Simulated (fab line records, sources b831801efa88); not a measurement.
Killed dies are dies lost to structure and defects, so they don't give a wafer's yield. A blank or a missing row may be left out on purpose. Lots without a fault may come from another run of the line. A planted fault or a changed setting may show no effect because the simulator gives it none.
fab line records | flow sfq_line
record lots=15 wafers=45 last_day=80
route steps=325 shown L0@6
lots that met no fault: from a run of the same line without faults
start_h: hours from the record's first day to the start of the lot's first wafer shown | wait_h: hours since the lot's step before | " the same as in the row above | L1.1+2: a row that stands for several wafers | - no value, or no start given | * or withheld: withheld | < > ~ a bound
route shown NAME@n: a module of which the file shows steps, and the number in the route of the first | usual: mean/standard deviation of fault-free wafers | same: alike in all rows | chamber/n: place in a boat | sites: the reading at each site | _std_site: their standard deviation | _edge_site: outer sites' mean less inner sites' | radius_mm: how far each site lies from the wafer's centre | mask NAME#n: copy n | behind: the tool/chamber that last shaped the wafer | hold: why the lot was held/for how many hours/how that ended | device: the transistor (n, p or np) that didn't switch | end of line: the same wafers' tests at the end of the route | a step without rows: its recipe alone | killed: dies lost to structure and defects at the first sort, not the wafer's yield | map: a wafer's dies, x killed, . not, _ none there
set.NAME: the setting as run; set.NAME@STEP: as run at that earlier step | model.NAME: the simulator's own value behind a step, which no gauge read
steps of the route over a sample of lots; a table a step, a row a wafer
services: from which hour (start_h, from the record's first day; less than 0 if before it) a tool's chamber was out of use, for how many hours, and why
## steps
# step SFQ_TRILAYER_L0_LITHO_COAT_010
# recipe resist=BARC spin_rpm=3000 resist_thk_nm=62
# usual exhaust_pa=45.1/0.83
# columns lot.wafer tool chamber start_h wait_h exhaust_pa
L944.1 litho_track-03 0 12.74 0.1 45.9
L944.4 " 0 " " 45.1
L944.6 " 0 " " 45.0
L945.1 litho_track-02 0 17.74 0.1 46.0
L945.2 " 0 " " 45.8
L945.4 " 0 " " 45.5
L946.1 litho_track-04 0 22.74 0.1 45.8
L946.3 " 0 " " 44.4
L946.4 " 0 " " 44.8
L947.3 litho_track-03 0 27.84 0.1 46.1
L947.4 " 0 " " 45.7
L947.5 " 0 " " 45.0
L948.4 litho_track-02 0 32.89 0.2 44.3
L948.5 " 0 " " 44.3
L948.6 " 0 " " 44.6
L949.2 litho_track-02 0 37.97 0.3 45.9
L949.3 " 0 " " 45.5
L949.5 " 0 " " 45.5
L950.3 litho_track-03 0 42.84 0.1 46.1
L950.4 " 0 " " 45.6
L950.6 " 0 " " 45.9
L951.1 litho_track-02 0 47.74 0.1 47.1
L951.3 " 0 " " 46.7
L951.5 " 0 " " 46.2
L952.2 litho_track-04 0 52.79 0.1 44.7
L952.3 " 0 " " 44.5
L952.6 " 0 " " 44.5
L953.1 litho_track-02 0 57.74 0.1 44.0
L953.3 " 0 " " 44.3
L953.6 " 0 " " 43.8
L955.4 litho_track-04 0 67.89 0.2 45.5
L955.5 " 0 " " 46.2
L955.6 " 0 " " 44.5
L959.1 litho_track-02 0 87.74 0.1 45.8
L959.4 " 0 " " 45.3
L959.6 " 0 " " 46.7
L961.2 litho_track-02 0 97.79 0.1 44.4
L961.4 " 0 " " 44.3
L961.6 " 0 " " 44.3
L963.2 litho_track-02 0 107.79 0.1 44.5
L963.3 " 0 " " 44.0
L963.5 " 0 " " 45.1
L966.1 litho_track-04 0 122.98 0.3 43.4
L966.3 " 0 " " 44.3
L966.5 " 0 " " 44.0
# step SFQ_TRILAYER_L0_BARC_OPEN_METAL_ETCH_010
# recipe mask_material=PR chemistry=O2 target_depth_nm=125 target=BARC icp_w=600 bias_w=80 pressure_mtorr=10 time_s=41.7
# usual drypump_motor_current_A=5.8/0.56 oes_product_au=0.685/0.0044
# columns lot.wafer tool chamber start_h wait_h drypump_motor_current_A oes_product_au rf_hours_counter_h
L944.1 rie_metal-03 1 76.82 0.1 6.4 0.689 159
L944.4 " 1 " " 6.4 0.682 -
L944.6 " 0 " " 6.3 0.688 -
L945.1 rie_metal-02 0 82.82 0.1 4.8 0.684 155
L945.2 " 1 " " 6.0 0.675 79
L945.4 " 1 " " 6.0 0.685 -
L946.1 rie_metal-01 1 91.22 0.1 6.0 0.682 132
L946.3 " 1 " " 6.0 0.691 -
L946.4 " 0 " " 5.9 0.683 -
L947.3 rie_metal-02 1 97.24 0.1 6.0 0.680 -
L947.4 " 0 " " 4.9 0.694 -
L947.5 " 0 " " 4.8 0.680 -
L948.4 rie_metal-03 1 103.27 0.1 6.5 0.687 -
L948.5 " 1 " " 6.5 0.685 -
L948.6 " 1 " " 6.4 0.682 -
L949.2 rie_metal-02 1 110.98 0.1 6.0 0.689 84
L949.3 " 1 " " 6.0 0.692 -
L949.5 " 0 " " 4.8 0.677 -
L950.3 rie_metal-01 1 117.00 0.1 6.1 0.683 -
L950.4 " 0 " " 5.9 0.693 -
L950.6 " 1 " " 6.0 0.688 -
L951.1 rie_metal-02 0 121.78 0.1 4.8 0.683 160
L951.3 " 1 " " 6.0 0.685 -
L951.5 " 1 " " 6.0 0.680 -
L952.2 rie_metal-01 1 125.38 0.1 6.1 0.693 138
L952.3 " 1 " " 6.0 0.682 -
L952.6 " 1 " " 6.0 0.688 -
L953.1 rie_metal-03 1 127.78 0.1 6.5 0.688 172
L953.3 " 1 " " 6.5 0.683 -
L953.6 " 1 " " 6.4 0.685 -
L955.4 rie_metal-01 1 142.05 0.1 6.1 0.684 -
L955.5 " 0 " " 5.8 0.689 -
L955.6 " 1 " " 6.1 0.681 -
L959.1 rie_metal-01 1 163.58 0.1 6.0 0.703 145
L959.4 " 0 " " 5.8 0.684 -
L959.6 " 0 " " 5.9 0.699 -
L961.2 rie_metal-01 0 175.71 0.1 5.9 0.695 93
L961.4 " 0 " " 5.9 0.680 -
L961.6 " 1 " " 6.1 0.702 -
L963.2 rie_metal-01 0 188.80 0.1 5.9 0.702 96
L963.3 " 0 " " 5.9 0.687 -
L963.5 " 0 " " 5.9 0.689 -
L966.1 rie_metal-02 0 212.17 0.1 4.8 0.690 177
L966.3 " 0 " " 4.8 0.689 -
L966.5 " 0 " " 4.8 0.679 -
## services
# columns tool chamber start_h hours kind
rie_metal-02 - 47.64 1.4 pm
rie_metal-03 0 102.60 143.8 repair
rie_metal-01 - 112.10 2.8 pm
rie_metal-02 1 211.05 1.7 repair
## key
first_sign step=SFQ_TRILAYER_L0_BARC_OPEN_METAL_ETCH_010 reading=oes_product_au direction=up sigmas=3.5 usual=0.685 struck=0.700
effect none on later readings
met_at SFQ_TRILAYER_L0_LITHO_COAT_010
struck_lots L959,L961,L963
struck_wafers L959.1,L959.6,L961.2,L961.6,L963.2
onset_between 57.74 87.74
fault kind=process_parameter_drift tool=litho_track-02 chamber=- onset_h=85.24 steps=SFQ_TRILAYER_L0_LITHO_COAT_010 channel=resist_thk_nm offset=3.4267 shape=step end_h=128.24 scope=struck_wafers_only acts_in=these_recipes_only stated=62
